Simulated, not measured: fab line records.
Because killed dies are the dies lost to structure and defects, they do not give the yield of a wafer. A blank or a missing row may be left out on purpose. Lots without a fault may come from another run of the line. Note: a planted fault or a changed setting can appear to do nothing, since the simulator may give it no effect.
Which tool is to blame?	flow gf180mcu	72 wafers from 24 lots sampled at 5 of the route's 602 steps

## WHAT THE GAUGES READ, wafer by wafer
GF_V4_CD_MEAS_14: target cd 260 nm.
lot	measured	on	cd_nm (nm)
L074	day 24 19:25	cd_sem-02	259.8 259.9 259.6
L075	day 25 00:26	cd_sem-02	258.4 261.4 260.5
L076	day 25 04:59	cd_sem-01	259.4 258.5 258.7
L077	day 25 21:05	cd_sem-01	260.9 261.7 259.6
L078	day 26 02:34	cd_sem-02	260.9 260.9 262.5
L079	day 26 22:53	cd_sem-02	259.4 260.1 259.8
L080	day 27 03:00	cd_sem-01	258.6 259.4 257.9
L081	day 27 09:07	cd_sem-01	259.6 258.8 257.9
L082	day 27 11:53	cd_sem-01	260.7 259.8 260.4
L083	day 28 01:30	cd_sem-02	260.7 260.4 259.8
L084	day 28 03:32	cd_sem-01	258.7 261.1 259.6
L085	day 28 07:46	cd_sem-02	257.4 257.8 258.1
L086	day 28 14:03	cd_sem-01	262.6 262.9 261.4
L087	day 28 15:47	cd_sem-02	258.3 259.4 259.6
L088	day 29 05:29	cd_sem-01	261.1 261.6 260.6
L089	day 29 12:49	cd_sem-01	258.8 260.3 259.4
L090	day 29 18:56	cd_sem-01	258.1 259.1 258.4
L091	day 29 23:57	cd_sem-02	260.9 261.5 261.2
L092	day 30 16:44	cd_sem-02	259.1 258.7 258.5
L093	day 30 17:44	cd_sem-01	260.6 260.4 259.7
L094	day 30 18:38	cd_sem-01	259.5 259.0 258.5
L095	day 30 23:16	cd_sem-01	259.3 258.4 258.4
L096	day 31 06:20	cd_sem-01	258.5 258.7 258.0
L097	day 31 13:02	cd_sem-01	257.2 257.6 258.6

GF_V4_OVL_MEAS_15.
lot	measured	on	V4_OVL (nm)
L074	day 24 19:32	overlay-02	0 -2 -4
L075	day 25 00:32	overlay-01	-7 -4 -7
L076	day 25 05:04	overlay-02	4 7 -1
L077	day 25 21:11	overlay-01	-8 0 2
L078	day 26 02:41	overlay-02	5 8 13
L079	day 26 22:59	overlay-02	-5 -6 -3
L080	day 27 03:05	overlay-02	3 1 8
L081	day 27 09:14	overlay-01	-12 -5 -6
L082	day 27 12:00	overlay-02	9 9 5
L083	day 28 01:36	overlay-01	11 6 10
L084	day 28 03:37	overlay-01	1 -5 -1
L085	day 28 07:51	overlay-01	4 -3 -5
L086	day 28 14:09	overlay-01	-6 -7 -10
L087	day 28 15:53	overlay-01	-3 -6 -3
L088	day 29 05:34	overlay-01	7 14 11
L089	day 29 12:54	overlay-01	-5 7 -6
L090	day 29 19:03	overlay-02	8 14 11
L091	day 30 00:03	overlay-01	4 4 -7
L092	day 30 16:51	overlay-02	-1 -9 -3
L093	day 30 17:49	overlay-01	4 10 -1
L094	day 30 18:45	overlay-01	1 -7 -4
L095	day 30 23:20	overlay-01	3 8 7
L096	day 31 06:25	overlay-01	1 -13 -3
L097	day 31 13:08	overlay-01	-1 2 2

## WHICH TOOL RAN EACH LOT (tool, then ch and the chambers of the sampled wafers, then the start)
lot	GF_M4_SPUTTER_02	GF_V4_CVD_02	GF_V4_CMP_04
L074	pvd_sputter-04, day 22 20:52	pecvd-04 ch 1,2, day 23 20:31	cmp-01 ch 0,2,3, day 23 20:38
L075	pvd_sputter-02, day 23 02:18	pecvd-04 ch 0,1,2, day 24 01:54	cmp-02 ch 0,2,3, day 24 02:05
L076	pvd_sputter-02, day 23 07:27	pecvd-04 ch 0,1,2, day 24 07:02	cmp-01 ch 0,3, day 24 07:08
L077	pvd_sputter-01, day 24 00:30	pecvd-03 ch 0,1,2, day 24 23:19	cmp-02 ch 0,3, day 24 23:26
L078	pvd_sputter-04, day 24 06:27	pecvd-02 ch 0,1,2, day 25 05:16	cmp-02 ch 0,2,3, day 25 05:26
L079	pvd_sputter-01, day 25 03:02	pecvd-02 ch 0,1,2, day 26 01:37	cmp-02 ch 1,2,3, day 26 01:44
L080	pvd_sputter-02, day 25 07:14	pecvd-04 ch 1,2, day 26 05:53	cmp-01 ch 1,2,3, day 26 06:07
L081	pvd_sputter-01, day 25 13:25	pecvd-04 ch 0,1,2, day 26 12:07	cmp-02 ch 0,1,2, day 26 12:20
L082	pvd_sputter-02, day 25 16:43	pecvd-04 ch 1,2, day 26 14:46	cmp-02 ch 1,2,3, day 26 14:56
L083	pvd_sputter-04, day 26 07:27	pecvd-04 ch 1,2, day 27 05:13	cmp-01 ch 0,1,2, day 27 05:41
L084	pvd_sputter-04, day 26 10:02	pecvd-03 ch 0,1,2, day 27 06:45	cmp-01 ch 1,2, day 27 06:50
L085	pvd_sputter-04, day 26 13:46	pecvd-04 ch 0,1,2, day 27 11:14	cmp-02 ch 1,2,3, day 27 11:25
L086	pvd_sputter-04, day 26 20:02	pecvd-02 ch 0,1, day 27 17:46	cmp-02 ch 1,3, day 27 17:56
L087	pvd_sputter-04, day 26 21:26	pecvd-02 ch 1,2, day 27 19:22	cmp-01 ch 0,2,3, day 27 19:29
L088	pvd_sputter-02, day 27 12:22	pecvd-04 ch 0,1,2, day 28 09:24	cmp-02 ch 0,3, day 28 09:29
L089	pvd_sputter-02, day 27 19:52	pecvd-03 ch 0,1,2, day 28 17:24	cmp-02 ch 0,2,3, day 28 17:32
L090	pvd_sputter-02, day 28 02:12	pecvd-03 ch 0,2, day 28 23:11	cmp-02 ch 0,1,2, day 28 23:22
L091	pvd_sputter-01, day 28 08:34	pecvd-02 ch 1,2, day 29 04:44	cmp-02 ch 1,3, day 29 04:52
L092	pvd_sputter-01, day 29 01:04	pecvd-02 ch 0,1, day 29 21:52	cmp-02 ch 0,2, day 29 22:10
L093	pvd_sputter-04, day 29 01:23	pecvd-04 ch 0,1,2, day 29 22:02	cmp-01 ch 0,1,3, day 29 22:20
L094	pvd_sputter-02, day 29 02:51	pecvd-03 ch 0,2, day 29 23:34	cmp-02 ch 0,3, day 29 23:41
L095	pvd_sputter-01, day 29 07:50	pecvd-03 ch 0,1,2, day 30 04:05	cmp-02 ch 0,1,2, day 30 04:20
L096	pvd_sputter-01, day 29 16:05	pecvd-02 ch 0,1,2, day 30 11:58	cmp-01 ch 0,1,2, day 30 12:10
L097	pvd_sputter-04, day 29 22:22	pecvd-04 ch 0,1, day 30 18:19	cmp-02 ch 0,1,2, day 30 18:27
- GF_M4_SPUTTER_02: material AlCu, target thk 450 nm, time 23.9 s.
- GF_V4_CVD_02: deposits SiO2 from TEOS, target thk 850 nm, time 94.851 s.
- GF_V4_CMP_04: polishes SiO2.

## AS READ BY THE TOOLS THEMSELVES (means over the sampled wafers that have a number; for cases with no such wafer, the mark the record gives instead)
GF_M4_SPUTTER_02.
lot	tool	throttle_valve_pct (%)
L074	pvd_sputter-04	30.4
L075	pvd_sputter-02	31.0
L076	pvd_sputter-02	29.9
L077	pvd_sputter-01	29.9
L078	pvd_sputter-04	29.5
L079	pvd_sputter-01	29.3
L080	pvd_sputter-02	32.1
L081	pvd_sputter-01	30.1
L082	pvd_sputter-02	30.1
L083	pvd_sputter-04	30.3
L084	pvd_sputter-04	30.0
L085	pvd_sputter-04	29.4
L086	pvd_sputter-04	30.3
L087	pvd_sputter-04	30.2
L088	pvd_sputter-02	29.1
L089	pvd_sputter-02	29.7
L090	pvd_sputter-02	30.8
L091	pvd_sputter-01	29.7
L092	pvd_sputter-01	30.1
L093	pvd_sputter-04	30.0
L094	pvd_sputter-02	30.0
L095	pvd_sputter-01	29.7
L096	pvd_sputter-01	28.9
L097	pvd_sputter-04	29.8

GF_V4_CVD_02.
lot	tool	heater_power_outer_w (W)	heater_power_w (W)
L074	pecvd-04	375	617
L075	pecvd-04	391	652
L076	pecvd-04	436	696
L077	pecvd-03	365	672
L078	pecvd-02	357	599
L079	pecvd-02	313	548
L080	pecvd-04	403	661
L081	pecvd-04	393	639
L082	pecvd-04	441	694
L083	pecvd-04	355	593
L084	pecvd-03	370	677
L085	pecvd-04	387	639
L086	pecvd-02	404	673
L087	pecvd-02	305	539
L088	pecvd-04	418	696
L089	pecvd-03	349	655
L090	pecvd-03	399	728
L091	pecvd-02	332	572
L092	pecvd-02	350	566
L093	pecvd-04	371	622
L094	pecvd-03	333	634
L095	pecvd-03	316	615
L096	pecvd-02	346	588
L097	pecvd-04	427	697

GF_V4_CMP_04.
lot	tool	head_pressure_psi (psi)	motor_current_A (A)	retaining_ring_pressure_frac	time_to_endpoint_s (s)
L074	cmp-01	3.999	11.8	0.998	82
L075	cmp-02	4.001	10.8	1.001	83
L076	cmp-01	4.000	12.4	1.003	89
L077	cmp-02	4.001	11.0	0.999	80
L078	cmp-02	4.004	11.3	1.000	86
L079	cmp-02	3.999	11.1	0.997	85
L080	cmp-01	3.998	11.7	0.997	80
L081	cmp-02	3.997	10.9	1.000	80
L082	cmp-02	3.992	11.4	1.002	87
L083	cmp-01	3.993	11.7	0.999	84
L084	cmp-01	3.995	11.9	1.001	81
L085	cmp-02	3.996	11.3	1.000	86
L086	cmp-02	3.997	11.2	0.999	83
L087	cmp-01	4.009	11.7	0.997	86
L088	cmp-02	3.992	11.5	0.997	82
L089	cmp-02	3.997	10.8	0.995	85
L090	cmp-02	4.006	10.9	0.996	83
L091	cmp-02	4.008	11.5	1.001	90
L092	cmp-02	4.008	10.5	0.998	81
L093	cmp-01	3.997	12.8	1.002	82
L094	cmp-02	4.001	11.1	0.998	94
L095	cmp-02	3.991	10.6	0.999	89
L096	cmp-01	3.997	11.9	0.998	83
L097	cmp-02	4.006	10.4	1.004	80

## THE ANSWER, worked out from the rows above alone
Rule: the lots themselves supply what counts as usual. Put in order of their means at a reading, lots are off if they are a third of the lots or fewer, leave a main group of 4 or more, and stand apart from it by a gap of 3 or more times the standard deviation of the main group's means; of several such gaps the widest counts. A main group is skipped when, at the precision printed for the reading in the tables above, its means are all equal. A lot without any number at a reading at which 4 lots or more have one is off too. Where the step has rows for the other lots, those lots are counted as sound. Order of review: gauges by route order, followed by the tools' own readings, for which a lot's mean as printed above is used. At the first step where some lot is off, the reading lying furthest off is the one used; lots without a number count as furthest.
None of the lots is off at any reading shown; this tells nothing.

## WHAT WAS PUT IN BY THE SIMULATOR
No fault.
